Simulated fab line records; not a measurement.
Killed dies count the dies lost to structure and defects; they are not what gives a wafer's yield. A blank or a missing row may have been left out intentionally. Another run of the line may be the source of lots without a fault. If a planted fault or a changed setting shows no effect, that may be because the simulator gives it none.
Which tool did it?    flow sky130    11 lots with 33 wafers sampled at 6 steps, on a route of 708 steps

## WHAT EACH GAUGE READ, for each wafer
SKY_METAL3_OVL_MEAS_14. Usual: METAL3_OVL typically reads -1 nm, with standard deviation 5.3.
lot   measured      on          METAL3_OVL (nm)  flag
L398  day 38 14:50  overlay-01  -11 -5 -10       
L400  day 39 01:00  overlay-02  -4 -4 -3         
L402  day 39 23:34  overlay-02  10 2 7           
L404  day 40 09:41  overlay-01  -7 -5 -5         
L407  day 41 05:41  overlay-01  -2 1 1           
L409  day 42 06:22  overlay-01  -2 -2 0          
L410  day 42 08:53  overlay-01  0 0 -2           
L411  day 42 14:42  overlay-02  -5 -1 -10        
L413  day 43 04:37  overlay-01  5 1 2            
L416  day 43 20:32  overlay-02  9 8 6            
L421  day 45 04:25  overlay-02  -12 -1 -3        

SKY_VIA3_RS_MEAS_22: measures by four-point-probe. Usual: VIA3_W_RS typically reads 0.2923 ohm/sq, with standard deviation 0.0027.
lot   measured      on             VIA3_W_RS (ohm/sq)    flag
L398  day 39 18:01  film-metro-02  0.2913 0.2934 0.2917  
L400  day 40 04:41  film-metro-01  0.2917 0.2878 0.2858  
L402  day 41 04:19  film-metro-02  0.2932 0.2955 0.2914  
L404  day 41 12:20  film-metro-01  0.2923 0.2934 0.2922  
L407  day 42 07:51  film-metro-02  0.2892 0.2912 0.2906  
L409  day 43 08:25  film-metro-04  0.2969 0.2989 0.2968  
L410  day 43 11:13  film-metro-02  0.2948 0.2923 0.2931  
L411  day 43 16:37  film-metro-01  0.2889 0.2910 0.2916  
L413  day 44 05:38  film-metro-04  0.2668 0.2921 0.2690  OFF
L416  day 44 21:18  film-metro-04  0.2659 0.2922 0.2667  OFF
L421  day 46 04:16  film-metro-02  0.2916 0.2928 0.2915  

SKY_VIA3_THK_MEAS_23: measures by xrf. Usual: VIA3_W_THK typically reads 388 nm, with standard deviation 4.6.
lot   measured      on             VIA3_W_THK (nm)  flag
L398  day 39 18:08  film-metro-02  382 381 381      
L400  day 40 04:47  film-metro-01  389 396 398      
L402  day 41 04:26  film-metro-02  385 379 388      
L404  day 41 12:28  film-metro-01  388 390 389      
L407  day 42 07:58  film-metro-02  386 383 386      
L409  day 43 08:31  film-metro-04  387 387 386      
L410  day 43 11:20  film-metro-02  383 388 385      
L411  day 43 16:43  film-metro-01  391 389 388      
L413  day 44 05:45  film-metro-04  424 391 425      OFF
L416  day 44 21:25  film-metro-04  428 390 429      OFF
L421  day 46 04:23  film-metro-02  384 383 385      

## WHAT TOOL EACH LOT RAN ON (gives the tool, then ch and the chambers of the sampled wafers, and finally the start)
lot   SKY_METAL2_DESCUM_17               SKY_METAL3_SPUTTER_04         SKY_VIA3_CVD_21
L398  rie-metal-02 ch 0,1, day 35 04:16  pvd-sputter-02, day 36 09:38  cvd-w-01 ch 0,1, day 39 17:54
L400  rie-metal-03 ch 0,1, day 35 14:26  pvd-sputter-04, day 36 20:03  cvd-w-02 ch 0,1, day 40 04:34
L402  rie-metal-01 ch 0,1, day 36 15:37  pvd-sputter-03, day 37 20:39  cvd-w-01 ch 0,1, day 41 04:11
L404  rie-metal-02 ch 0, day 37 00:37    pvd-sputter-02, day 38 06:01  cvd-w-01 ch 0,1, day 41 12:13
L407  rie-metal-01 ch 0,1, day 37 22:40  pvd-sputter-04, day 39 03:46  cvd-w-01 ch 0,1, day 42 07:44
L409  rie-metal-03 ch 0,1, day 39 01:16  pvd-sputter-03, day 40 05:23  cvd-w-01 ch 0,1, day 43 08:18
L410  rie-metal-01 ch 0,1, day 39 04:17  pvd-sputter-04, day 40 07:46  cvd-w-01 ch 0,1, day 43 11:06
L411  rie-metal-03 ch 0, day 39 12:55    pvd-sputter-02, day 40 15:22  cvd-w-02 ch 0,1, day 43 16:28
L413  rie-metal-03 ch 0,1, day 39 23:56  pvd-sputter-03, day 41 05:25  cvd-w-01 ch 0,1, day 44 05:31
L416  rie-metal-02 ch 0,1, day 40 20:02  pvd-sputter-02, day 41 22:32  cvd-w-01 ch 0,1, day 44 21:10
L421  rie-metal-01 ch 1, day 42 05:26    pvd-sputter-03, day 43 07:20  cvd-w-02 ch 0,1, day 46 04:09
- SKY_METAL2_DESCUM_17: chemistry O2, time 8 s.
- SKY_METAL3_SPUTTER_04: material TiN, target thk 70 nm, time 58.3 s.
- SKY_VIA3_CVD_21: deposits W, target thk 390 nm, time 117.31 s.

## AS READ BY THE TOOLS THEMSELVES (means over the sampled wafers that have a number; for cases with no such wafer, the mark the record gives instead)
SKY_METAL2_DESCUM_17. Usual: drypump-motor-current-A 5.58 A, standard deviation 0.17; oes-product-au 1.002 a.u., standard deviation 0.0074.
lot   tool          drypump-motor-current-A (A)  oes-product-au (a.u.)  flag
L398  rie-metal-02  5.64                         0.995                  
L400  rie-metal-03  5.63                         1.002                  
L402  rie-metal-01  5.66                         0.999                  
L404  rie-metal-02  5.28                         1.000                  
L407  rie-metal-01  5.65                         1.013                  
L409  rie-metal-03  5.62                         0.996                  
L410  rie-metal-01  5.65                         1.009                  
L411  rie-metal-03  5.63                         1.008                  
L413  rie-metal-03  5.61                         0.999                  
L416  rie-metal-02  5.64                         1.008                  
L421  rie-metal-01  5.65                         1.004                  

SKY_METAL3_SPUTTER_04. Usual: throttle-valve-pct 29.8 %, standard deviation 1.2.
lot   tool            throttle-valve-pct (%)  flag
L398  pvd-sputter-02  30.2                    
L400  pvd-sputter-04  29.5                    
L402  pvd-sputter-03  31.0                    
L404  pvd-sputter-02  29.6                    
L407  pvd-sputter-04  29.0                    
L409  pvd-sputter-03  30.4                    
L410  pvd-sputter-04  29.1                    
L411  pvd-sputter-02  30.7                    
L413  pvd-sputter-03  30.5                    
L416  pvd-sputter-02  28.3                    
L421  pvd-sputter-03  30.8                    

SKY_VIA3_CVD_21. Usual: heater-power-w 878 W, standard deviation 88.
lot   tool      heater-power-w (W)  flag
L398  cvd-w-01  778                 
L400  cvd-w-02  965                 
L402  cvd-w-01  786                 
L404  cvd-w-01  796                 
L407  cvd-w-01  797                 
L409  cvd-w-01  799                 
L410  cvd-w-01  801                 
L411  cvd-w-02  959                 
L413  cvd-w-01  801                 
L416  cvd-w-01  807                 
L421  cvd-w-02  982                 

## THE ANSWER, worked out from the rows above alone
Rule: take the mean of a lot's wafers that have a number; if it is more than 3 standard deviations from the usual mean, the lot is off. Also off: a lot with no number at a reading for which 4 or more lots have one. Any other lot the step has rows for is counted as sound. The gauges are gone through in route order, then the tools' own readings, and for those a lot's mean is taken as printed above. At the first step where some lot is off, the reading lying furthest off is the one used; lots without a number count as furthest.
Off: L413, L416, at SKY_VIA3_RS_MEAS_22 (VIA3_W_RS).
If a tool, at a process step before that reading, ran all the lots that are off and no sound lot after the first of them, it fits. Those tools and the gauges at SKY_VIA3_RS_MEAS_22 are tried in the same way. Can't be told from this: 2 tools fit, cvd-w-01 at SKY_VIA3_CVD_21, film-metro-04 at SKY_VIA3_RS_MEAS_22.

## WHAT THE SIMULATOR HAD PUT IN
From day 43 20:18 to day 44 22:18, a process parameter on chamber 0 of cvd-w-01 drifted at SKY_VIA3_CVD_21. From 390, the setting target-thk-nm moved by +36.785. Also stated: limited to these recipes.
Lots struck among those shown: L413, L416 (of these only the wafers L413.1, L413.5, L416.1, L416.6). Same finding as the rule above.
